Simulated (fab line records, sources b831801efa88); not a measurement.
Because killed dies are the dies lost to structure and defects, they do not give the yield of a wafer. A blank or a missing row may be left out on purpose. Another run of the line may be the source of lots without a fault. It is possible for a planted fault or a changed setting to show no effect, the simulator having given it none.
Matching of chambers / flow gf180mcu / pecvd-04 running GF_PASSIVATION_CVD_00: 3 sister chambers
The step deposits SiO2 from TEOS, target thk 1000 nm, time 111.95 s. 6 wafers are shown with their chamber, then 11 later ones without.

== EACH WAFER AND ITS CHAMBER ==
wafer=L089.3; chamber=1; heater_power_w (W)=624
wafer=L089.4; chamber=2; heater_power_w (W)=945
wafer=L090.3; chamber=1; heater_power_w (W)=570
wafer=L090.4; chamber=2; heater_power_w (W)=826
wafer=L090.5; chamber=0; heater_power_w (W)=580
wafer=L091.1; chamber=0; heater_power_w (W)=670

== WAFERS WITHOUT THEIR CHAMBER ==
wafer=L091.2; heater_power_w (W)=930
wafer=L091.4; heater_power_w (W)=695
wafer=L092.2; heater_power_w (W)=692
wafer=L092.4; heater_power_w (W)=668
wafer=L092.6; heater_power_w (W)=558
wafer=L094.2; heater_power_w (W)=958
wafer=L094.4; heater_power_w (W)=1004
wafer=L094.5; heater_power_w (W)=584
wafer=L095.2; heater_power_w (W)=613
wafer=L095.4; heater_power_w (W)=668
wafer=L095.5; heater_power_w (W)=676

== CHAMBER TAKEN BY EACH ==
wafer=L091.2; from the rows above=2; in truth=2
wafer=L091.4; from the rows above=can't be placed: 0 or 1 or 2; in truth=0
wafer=L092.2; from the rows above=can't be placed: 0 or 1 or 2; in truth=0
wafer=L092.4; from the rows above=can't be placed: 0 or 1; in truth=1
wafer=L092.6; from the rows above=can't be placed: 1 or 0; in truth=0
wafer=L094.2; from the rows above=2; in truth=2
wafer=L094.4; from the rows above=2; in truth=2
wafer=L094.5; from the rows above=can't be placed: 1 or 0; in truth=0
wafer=L095.2; from the rows above=can't be placed: 0 or 1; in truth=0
wafer=L095.4; from the rows above=can't be placed: 0 or 1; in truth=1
wafer=L095.5; from the rows above=can't be placed: 0 or 1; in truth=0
Correct placement for 3 of the 11. These rows do not allow placing 8 (true chamber among the candidates in 8). Number placed wrongly: 0.
How it was worked out, from the rows above alone: a wafer's distance from a chamber is the root of the sum, over the readings, of the square of ((its reading less the chamber's mean) divided by the reading's scatter). The wafer belongs to the nearest chamber; if the next one is less than 2 further off, it can't be placed. For every chamber, the mean is computed from those of its wafers that are shown. The scatter: the root of (the sum of the squares of (reading less its chamber's mean) over the shown wafers, divided by (wafers less chambers)).
